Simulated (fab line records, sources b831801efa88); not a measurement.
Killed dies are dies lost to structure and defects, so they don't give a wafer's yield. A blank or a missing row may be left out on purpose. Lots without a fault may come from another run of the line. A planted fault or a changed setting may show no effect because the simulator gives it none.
Chamber matching | flow sky130 | SKY_SPACER_ETCHBACK_02 on rie_diel-01: 4 sister chambers
The step etches Si3N4 in CH3F/O2, stops on SiO2, time 46.7 s, target depth 45 nm. 14 wafers are shown with their chamber, then 7 later ones without.

WAFERS WITH THEIR CHAMBER
wafer  | chamber | drypump_motor_current_A (A) | ch3f_flow_sccm (sccm) | throttle_valve_pct (%)
L662.1 | 1       | 6.2                         | 40.16                 | 10.554
L662.5 | 2       | 6.4                         | 40.03                 | 10.559
L662.6 | 3       | 5.5                         | 39.95                 | 10.540
L663.2 | 2       | 6.4                         | 39.87                 | 10.566
L663.3 | 1       | 6.2                         | 40.10                 | 10.560
L663.4 | 3       | 5.6                         | 40.01                 | 10.564
L665.2 | 3       | 5.6                         | 39.89                 | 10.550
L665.3 | 2       | 6.4                         | 39.99                 | 10.574
L665.5 | 0       | 4.9                         | 40.16                 | 10.559
L667.1 | 3       | 5.5                         | 39.93                 | 10.557
L667.5 | 2       | 6.4                         | 40.14                 | 10.550
L667.6 | 1       | 6.2                         | 39.89                 | 10.575
L672.1 | 2       | 6.4                         | 39.98                 | 10.568
L672.2 | 1       | 6.2                         | 39.84                 | 10.577

SIGNATURES (means of the wafers above)
reading                 | chamber 0 | chamber 1 | chamber 2 | chamber 3 | scatter within a chamber
drypump_motor_current_A | 4.900     | 6.200     | 6.400     | 5.550     | 0.0316
ch3f_flow_sccm          | 40.1600   | 39.9975   | 40.0020   | 39.9450   | 0.109
throttle_valve_pct      | 10.55900  | 10.56650  | 10.56340  | 10.55275  | 0.0102
Rule: a wafer's distance from a chamber is the root of the sum, over the readings, of the square of ((its reading less the chamber's mean) divided by the reading's scatter). The wafer belongs to the nearest chamber; if the next one is less than 2 further off, it can't be placed. The scatter: the root of (the sum of the squares of (reading less its chamber's mean) over the shown wafers, divided by (wafers less chambers)).

WAFERS WITHOUT THEIR CHAMBER
wafer  | drypump_motor_current_A (A) | ch3f_flow_sccm (sccm) | throttle_valve_pct (%)
L672.4 | 4.9                         | 39.87                 | 10.569
L673.4 | 6.4                         | 40.01                 | 10.551
L673.5 | 6.2                         | 39.85                 | 10.558
L673.6 | 6.4                         | 39.99                 | 10.553
L682.2 | 6.3                         | 40.01                 | 10.547
L682.3 | 5.5                         | 40.02                 | 10.556
L682.6 | 5.5                         | 40.14                 | 10.564

WHICH CHAMBER EACH WENT THROUGH
wafer  | from the rows above     | in truth
L672.4 | 0                       | 0
L673.4 | 2                       | 2
L673.5 | 1                       | 1
L673.6 | 2                       | 2
L682.2 | can't be placed: 2 or 1 | 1
L682.3 | 3                       | 3
L682.6 | 3                       | 3
Placed correctly: 6 of 7. Can't be placed from these rows: 1 (the true chamber is among the candidates in 1). Placed wrongly: 0.
